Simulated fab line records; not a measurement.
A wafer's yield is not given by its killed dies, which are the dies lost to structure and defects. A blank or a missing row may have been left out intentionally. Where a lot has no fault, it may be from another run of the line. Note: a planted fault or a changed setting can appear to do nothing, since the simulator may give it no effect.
Which tool is to blame? ; flow sky130 ; Sampling: 13 lots, 39 wafers, 3 of 708 route steps

## WHAT THE GAUGES READ, wafer by wafer
SKY_POLY_GATE_CD_MEAS_13 targets a cd of 150 nm.
lot;measured;on;cdNm (nm)
L486;day 17 05:39;cdSem-02;152.4 153.8 153.6
L487;day 17 22:46;cdSem-01;149.9 149.7 149.5
L490;day 18 07:54;cdSem-01;152.3 152.0 151.2
L491;day 18 21:54;cdSem-02;149.2 148.5 149.2
L492;day 18 22:13;cdSem-01;149.1 151.3 151.0
L494;day 20 00:36;cdSem-01;148.3 148.8 148.0
L504;day 23 07:52;cdSem-01;150.6 149.7 149.6
L503;day 23 08:41;cdSem-02;149.9 149.1 149.8
L505;day 23 14:04;cdSem-02;148.7 148.8 151.8
L506;day 23 20:02;cdSem-01;148.4 149.0 150.1
L507;day 23 23:16;cdSem-02;152.3 151.4 152.8
L508;day 24 08:01;cdSem-01;150.8 151.2 149.8
L509;day 24 09:39;cdSem-02;148.9 149.9 149.1

SKY_LDD_P_TW_MEAS_11.
lot;measured;on;LDD_P_TW
L486;day 19 22:38;filmMetro-04;625 627 628
L487;day 20 17:23;filmMetro-03;643 647 640
L490;day 21 01:52;filmMetro-03;645 645 647
L491;day 21 16:20;filmMetro-04;629 627 625
L492;day 21 16:26;filmMetro-02;628 628 629
L494;day 22 18:22;filmMetro-03;645 648 649
L504;day 25 20:25;filmMetro-03;644 648 645
L503;day 25 23:31;filmMetro-03;648 646 647
L505;day 26 04:23;filmMetro-03;651 647 648
L506;day 26 13:13;filmMetro-03;649 650 647
L507;day 26 13:23;filmMetro-02;629 629 629
L508;day 26 22:13;filmMetro-02;626 630 624
L509;day 26 23:44;filmMetro-03;645 651 652

## WHICH TOOL RAN EACH LOT (tool, then ch and the chambers of the sampled wafers, then the start)
lot;SKY_LDD_P_STRIP_10
L486;plasmaAsher-04 ch 0, day 19 22:31
L487;plasmaAsher-02 ch 0,1, day 20 17:17
L490;plasmaAsher-03 ch 0,1, day 21 01:46
L491;plasmaAsher-03 ch 0,1, day 21 16:13
L492;plasmaAsher-04 ch 0,1, day 21 16:20
L494;plasmaAsher-03 ch 0,1, day 22 18:16
L504;plasmaAsher-02 ch 0,1, day 25 20:19
L503;plasmaAsher-04 ch 0,1, day 25 23:25
L505;plasmaAsher-04 ch 0,1, day 26 04:17
L506;plasmaAsher-04 ch 0,1, day 26 13:07
L507;plasmaAsher-03 ch 0,1, day 26 13:16
L508;plasmaAsher-03 ch 0,1, day 26 22:07
L509;plasmaAsher-02 ch 0,1, day 26 23:38
- SKY_LDD_P_STRIP_10: strips in O2/N2.

## AS READ BY THE TOOLS THEMSELVES (means over the sampled wafers that have a number; for cases with no such wafer, the mark the record gives instead)
SKY_LDD_P_STRIP_10.
lot;tool;drypumpMotorCurrentA (A);oesProductAu (a.u.);stripTimeToEndpointS (s)
L486;plasmaAsher-04;6.2;0.717;14.27
L487;plasmaAsher-02;5.8;0.717;14.18
L490;plasmaAsher-03;5.3;0.714;14.15
L491;plasmaAsher-03;5.4;0.715;14.19
L492;plasmaAsher-04;5.3;0.715;14.19
L494;plasmaAsher-03;5.3;0.714;14.18
L504;plasmaAsher-02;5.9;0.713;14.15
L503;plasmaAsher-04;5.7;0.716;14.21
L505;plasmaAsher-04;5.7;0.716;14.20
L506;plasmaAsher-04;5.3;0.714;14.14
L507;plasmaAsher-03;5.4;0.716;14.16
L508;plasmaAsher-03;5.4;0.713;14.22
L509;plasmaAsher-02;6.0;0.718;14.16

## THE ANSWER, worked out from the rows above alone
Rule: the usual values come from the lots themselves. Put in order of their means at a reading, lots are off if they are a third of the lots or fewer, leave a main group of 4 or more, and stand apart from it by a gap of 3 or more times the standard deviation of the main group's means; of several such gaps the widest counts. The tables above print the reading to a certain number of digits; a main group whose means all agree to those digits is not used. A lot without any number at a reading at which 4 lots or more have one is off too. Where the step has rows for the other lots, those lots are counted as sound. First the gauges in route order, then the tools' own readings, where a lot's mean is used as printed above. The first step at which some lot is off is used, and at that step the reading that is off furthest; a lot without a number counts as furthest.
No lot is off at any reading shown: from this, nothing can be told.

## WHAT WAS PUT IN BY THE SIMULATOR
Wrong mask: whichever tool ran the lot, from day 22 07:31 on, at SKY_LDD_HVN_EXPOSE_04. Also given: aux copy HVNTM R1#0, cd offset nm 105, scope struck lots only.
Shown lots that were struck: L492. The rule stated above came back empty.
